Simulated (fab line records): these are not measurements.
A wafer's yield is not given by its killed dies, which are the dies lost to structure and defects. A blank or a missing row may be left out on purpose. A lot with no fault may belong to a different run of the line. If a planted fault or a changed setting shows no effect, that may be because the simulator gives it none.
Struck lot and sound lot, side by side -- flow sky130 -- 18 out of 708 route steps
Sound: the wafers L572.2, L572.4, L572.6. Struck: wafer L587.5 (left out: L587.3, L587.6 of the same lot, which were not struck); the cause appears at the end.
Order at every step that has rows: each side's tool, ch and its chambers, its first start. Under that, the readings that differ: sound wafers -- struck wafers -- difference of the means -- sigmas: that difference in standard deviations of wafers without a fault.
alike: a reading whose means differ by less than 2 such deviations, as well as words and numbers matching on both sides. not compared: withheld readings; readings where some wafer has no value; bounds like >300 that might hide an equal value; numbers whose values overlap and for which the record gives no deviation.
Wherever a step has rows on one side only, a row that says differs or no value, or a row with sigmas, the two part there. Numbers that have no deviation but don't overlap get no sigmas and don't part them. A reading missing from all wafers of one side parts the sides only when that side holds two or more wafers.

first, 3 steps without rows for these wafers: SKY_VIA2_EXPOSE_09 (exposes mask VIM2, target cd 200 nm); SKY_VIA2_PEB_10; SKY_VIA2_DEVELOP_11 (develop time 60 s).
SKY_VIA2_CD_MEAS_12 targets a cd of 200 nm.
  sound on cd sem-02, day 37 11:28; struck on cd sem-02, day 41 13:24
  alike: cd nm
SKY_VIA2_OVL_MEAS_13:
  sound on overlay-01, day 37 11:34; struck on overlay-02, day 41 13:29
  alike: VIA2_OVL
SKY_VIA2_ETCH_14: etches BARC in N2/H2, stops on SiO2, time 45.9 s, target depth 60 nm.
  sound on rie diel-03 ch 0,3, day 37 11:35; struck on rie diel-03 ch 2, day 41 13:31
  alike: bias w, drypump motor current A, oes product au, throttle valve pct
  not compared: rf hours counter h
SKY_VIA2_ETCH_15: etches SiO2 in C4F8/O2/Ar, stops on TiN, target depth 546 nm, time 84 s.
  sound on rie diel-03 ch 0,3, day 37 11:38; struck on rie diel-03 ch 2, day 41 13:34
  alike: bias w, oes product au
  not compared: rf hours counter h
SKY_VIA2_STRIP_16: strips in O2/N2.
  sound on plasma asher-03 ch 0,1, day 37 11:42; struck on plasma asher-03 ch 1, day 41 13:40
  alike: drypump motor current A, oes product au, strip time to endpoint s
  not compared: rf hours counter h
then, 3 steps without rows for these wafers: SKY_VIA2_STRIP_17 (strips in post etch residue remover, time 1200 s); SKY_VIA2_CLEAN_18 (cleans in IPA, time 180 s); SKY_VIA2_CLEAN_19 (cleans in O3/DIW).
SKY_VIA2_SPUTTER_20: material TiN, target thk 20 nm, time 80 s.
  sound on pvd sputter-02, day 37 12:18; struck on pvd sputter-03, day 41 14:13
reading,sound,struck,difference,sigmas
cathode dc power W (W),4001.2 4000.5 4001.1,3999.1,-1.8,-2
  alike: throttle valve pct
SKY_VIA2_CVD_21: deposits W, target thk 420 nm, time 126.4 s.
  sound on cvd w-01 ch 0,1, day 37 12:22; struck on cvd w-01 ch 1, day 41 14:20
reading,sound,struck,difference,sigmas
model.W_of_VIA2_CVD_21.thk nm (nm),420.1 418.2 413.3,546.5,+129.3,
  alike: chamber pressure Torr, heater power w
SKY_VIA2_RS_MEAS_22: uses a four-point probe to measure.
  sound on film metro-03, day 37 12:31; struck on film metro-02, day 41 14:27
reading,sound,struck,difference,sigmas
VIA2_W_RS (ohm/sq),0.2721 0.2735 0.2769,0.2091,-0.0651,-25
SKY_VIA2_THK_MEAS_23: measures by xrf.
  sound on film metro-03, day 37 12:37; struck on film metro-02, day 41 14:33
reading,sound,struck,difference,sigmas
VIA2_W_THK (nm),419 416 412,562,+146,+21
SKY_VIA2_CMP_24: polishes, stops on SiO2, t overpolish 20 s, target thk 0 nm.
  sound on cmp-01 ch 0,1,2, day 37 12:46; struck on cmp-01 ch 2, day 41 14:41
reading,sound,struck,difference,sigmas
edge zone pressure frac,1.000 0.999 1.004,0.991,-0.010,-2
time to endpoint s (s),105 101 104,136,+33,+9
  alike: motor current A
SKY_METAL3_SPUTTER_00: material Ti, target thk 15 nm, time 10 s.
  sound on pvd sputter-03, day 37 12:58; struck on pvd sputter-01, day 41 14:53
reading,sound,struck,difference,sigmas
cathode dc power W (W),2999.9 3000.0 2999.8,2998.8,-1.1,-2
  alike: throttle valve pct
after that, 1 step had no rows for these wafers: SKY_PAD_OPEN_PROBE_99.

== WHERE THEY PART ==
Earliest at SKY_VIA2_SPUTTER_20; latest, in this record, at SKY_METAL3_SPUTTER_00.

WHY: what the simulator had put in
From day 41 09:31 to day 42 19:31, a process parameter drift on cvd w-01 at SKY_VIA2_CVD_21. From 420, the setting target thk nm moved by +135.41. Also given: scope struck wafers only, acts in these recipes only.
